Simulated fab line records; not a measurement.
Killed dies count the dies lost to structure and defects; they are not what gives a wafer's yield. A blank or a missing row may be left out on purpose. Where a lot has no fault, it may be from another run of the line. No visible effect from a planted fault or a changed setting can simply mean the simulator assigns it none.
Which of the tools did it? + flow sky130 + 36 wafers from 12 lots sampled at 4 of the route's 708 steps

WHAT THE GAUGES SHOWED, per wafer
SKY_VIA4_RS_MEAS_19: measures by four-point-probe. Usual: VIA4_W_RS typically reads 0.2274 ohm/sq, with standard deviation 0.0027.
| lot  | measured     | on            | VIA4_W_RS (ohm/sq)   | flag |
|------|--------------|---------------|----------------------|------|
| L951 | day 43 09:35 | film_metro-03 | 0.2288 0.2284 0.2296 |      |
| L953 | day 43 21:32 | film_metro-01 | 0.2270 0.2265 0.2272 |      |
| L957 | day 44 23:19 | film_metro-03 | 0.2218 0.2223 0.2240 |      |
| L959 | day 45 03:51 | film_metro-01 | 0.2291 0.2274 0.2322 |      |
| L961 | day 45 14:28 | film_metro-01 | 0.2302 0.2291 0.2286 |      |
| L960 | day 45 16:28 | film_metro-02 | 0.2324 0.2282 0.2316 |      |
| L962 | day 46 01:00 | film_metro-02 | 0.2253 0.2270 0.2228 |      |
| L963 | day 46 01:22 | film_metro-01 | 0.2274 0.2296 0.2268 |      |
| L968 | day 47 00:55 | film_metro-03 | 0.2244 0.2221 0.2245 |      |
| L970 | day 47 15:53 | film_metro-03 | 0.2308 0.2297 0.2303 |      |
| L971 | day 47 20:02 | film_metro-03 | 0.2278 0.2303 0.2295 |      |
| L973 | day 48 08:01 | film_metro-03 | 0.2239 0.2259 0.2218 |      |

WHICH TOOL RAN EACH LOT (tool, then ch and the chambers of the sampled wafers, then the start)
| lot  | SKY_METAL4_METAL_ETCH_18          | SKY_VIA4_SOFTBAKE_07              | SKY_VIA4_CVD_18               |
|------|-----------------------------------|-----------------------------------|-------------------------------|
| L951 | rie_metal-01 ch 0,1, day 42 07:58 | litho_track-01 ch 0, day 42 21:38 | cvd_w-02 ch 0, day 43 09:25   |
| L953 | rie_metal-03 ch 0,1, day 42 20:32 | litho_track-01 ch 0, day 43 08:59 | cvd_w-01 ch 0,1, day 43 21:24 |
| L957 | rie_metal-01 ch 0, day 43 22:49   | litho_track-04 ch 0, day 44 11:25 | cvd_w-02 ch 0,1, day 44 23:09 |
| L959 | rie_metal-04 ch 0,1, day 44 04:01 | litho_track-02 ch 0, day 44 16:32 | cvd_w-01 ch 0,1, day 45 03:41 |
| L961 | rie_metal-03 ch 0,1, day 44 14:45 | litho_track-02 ch 0, day 45 02:59 | cvd_w-01 ch 0,1, day 45 14:17 |
| L960 | rie_metal-03 ch 0,1, day 44 16:25 | litho_track-01 ch 0, day 45 04:10 | cvd_w-01 ch 0,1, day 45 16:17 |
| L962 | rie_metal-03 ch 0,1, day 45 00:52 | litho_track-02 ch 0, day 45 13:37 | cvd_w-02 ch 0,1, day 46 00:51 |
| L963 | rie_metal-03 ch 0,1, day 45 01:38 | litho_track-04 ch 0, day 45 13:58 | cvd_w-01 ch 0,1, day 46 01:11 |
| L968 | rie_metal-03 ch 0,1, day 46 01:46 | litho_track-02 ch 0, day 46 14:07 | cvd_w-02 ch 0,1, day 47 00:46 |
| L970 | rie_metal-03 ch 0,1, day 46 16:48 | litho_track-04 ch 0, day 47 03:53 | cvd_w-01 ch 0,1, day 47 15:44 |
| L971 | rie_metal-01 ch 0,1, day 46 21:16 | litho_track-04 ch 0, day 47 08:55 | cvd_w-01 ch 0, day 47 19:52   |
| L973 | rie_metal-01 ch 0,1, day 47 09:40 | litho_track-04 ch 0, day 47 20:50 | cvd_w-02 ch 0,1, day 48 07:52 |
- SKY_METAL4_METAL_ETCH_18: etches the open film in Cl2/BCl3, stops on SiO2, target depth 845 nm, time 183.1 s.
- SKY_VIA4_SOFTBAKE_07: time 60 s.
- SKY_VIA4_CVD_18: deposits W, target thk 505 nm, time 152.14 s.

WHAT THE TOOLS THEMSELVES READ (means of the sampled wafers that have a number; where no wafer has one, the mark that the record gives instead)
SKY_METAL4_METAL_ETCH_18. Usual: drypump_motor_current_A 5.6 A, standard deviation 0.43; oes_product_au 0.864 a.u., standard deviation 0.0069; throttle_valve_pct 22.264 %, standard deviation 0.0089.
| lot  | tool         | drypump_motor_current_A (A) | oes_product_au (a.u.) | throttle_valve_pct (%) | flag |
|------|--------------|-----------------------------|-----------------------|------------------------|------|
| L951 | rie_metal-01 | 5.9                         | 0.854                 | 22.273                 |      |
| L953 | rie_metal-03 | 5.4                         | 0.864                 | 22.260                 |      |
| L957 | rie_metal-01 | 5.7                         | 0.865                 | 22.264                 |      |
| L959 | rie_metal-04 | 5.4                         | 0.867                 | 22.259                 |      |
| L961 | rie_metal-03 | 5.5                         | 0.866                 | 22.263                 |      |
| L960 | rie_metal-03 | 5.4                         | 0.867                 | 22.263                 |      |
| L962 | rie_metal-03 | 5.5                         | 0.872                 | 22.269                 |      |
| L963 | rie_metal-03 | 5.4                         | 0.854                 | 22.255                 |      |
| L968 | rie_metal-03 | 5.5                         | 0.866                 | 22.268                 |      |
| L970 | rie_metal-03 | 5.5                         | 0.868                 | 22.265                 |      |
| L971 | rie_metal-01 | 5.9                         | 0.858                 | 22.261                 |      |
| L973 | rie_metal-01 | 6.2                         | 0.863                 | 22.259                 |      |

SKY_VIA4_SOFTBAKE_07. Usual: run_length_s reads 88.96 s (standard deviation 0.15).
| lot  | tool           | run_length_s (s) | flag |
|------|----------------|------------------|------|
| L951 | litho_track-01 | 88.76            |      |
| L953 | litho_track-01 | 88.94            |      |
| L957 | litho_track-04 | 89.07            |      |
| L959 | litho_track-02 | 88.79            |      |
| L961 | litho_track-02 | 88.89            |      |
| L960 | litho_track-01 | 88.77            |      |
| L962 | litho_track-02 | 94.73            | OFF  |
| L963 | litho_track-04 | 89.06            |      |
| L968 | litho_track-02 | 94.70            | OFF  |
| L970 | litho_track-04 | 89.03            |      |
| L971 | litho_track-04 | 88.99            |      |
| L973 | litho_track-04 | 89.07            |      |

SKY_VIA4_CVD_18. Usual: heater_power_w reads 843 W (standard deviation 43).
| lot  | tool     | heater_power_w (W) | flag |
|------|----------|--------------------|------|
| L951 | cvd_w-02 | 887                |      |
| L953 | cvd_w-01 | 820                |      |
| L957 | cvd_w-02 | 868                |      |
| L959 | cvd_w-01 | 829                |      |
| L961 | cvd_w-01 | 823                |      |
| L960 | cvd_w-01 | 824                |      |
| L962 | cvd_w-02 | 843                |      |
| L963 | cvd_w-01 | 845                |      |
| L968 | cvd_w-02 | 872                |      |
| L970 | cvd_w-01 | 830                |      |
| L971 | cvd_w-01 | 881                |      |
| L973 | cvd_w-02 | 883                |      |

THE ANSWER, worked out from the rows above alone
Rule: a lot is off if the mean of its wafers that have a number lies more than 3 standard deviations from the usual mean. A lot without any number at a reading at which 4 lots or more have one is off too. The other lots that the step has rows for count as sound. The gauges are gone through in route order, then the tools' own readings, and for those a lot's mean is taken as printed above. At the first step where some lot is off, the reading lying furthest off is the one used; lots without a number count as furthest.
Off: L962, L968, at SKY_VIA4_SOFTBAKE_07 (run_length_s).
If a tool, at that step or one of the process steps before it, ran each lot that is off and ran no sound lot following the first of them, it fits. One fits: litho_track-02 at SKY_VIA4_SOFTBAKE_07. A fault onset in the window from L961 (day 45 02:59, its last sound lot) to L962 (day 45 13:37, its first lot off) fits.
On the lots that are off, the tool's own readings at SKY_VIA4_SOFTBAKE_07 differ by more than 5 times the standard deviation of the sound lots' means, which bears it out; run_length_s reads 94.72 s there versus 88.94 s on the sound lots.

WHAT HAD BEEN PUT IN BY THE SIMULATOR
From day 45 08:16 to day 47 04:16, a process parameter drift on litho_track-02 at SKY_VIA4_SOFTBAKE_07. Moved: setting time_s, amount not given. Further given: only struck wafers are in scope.
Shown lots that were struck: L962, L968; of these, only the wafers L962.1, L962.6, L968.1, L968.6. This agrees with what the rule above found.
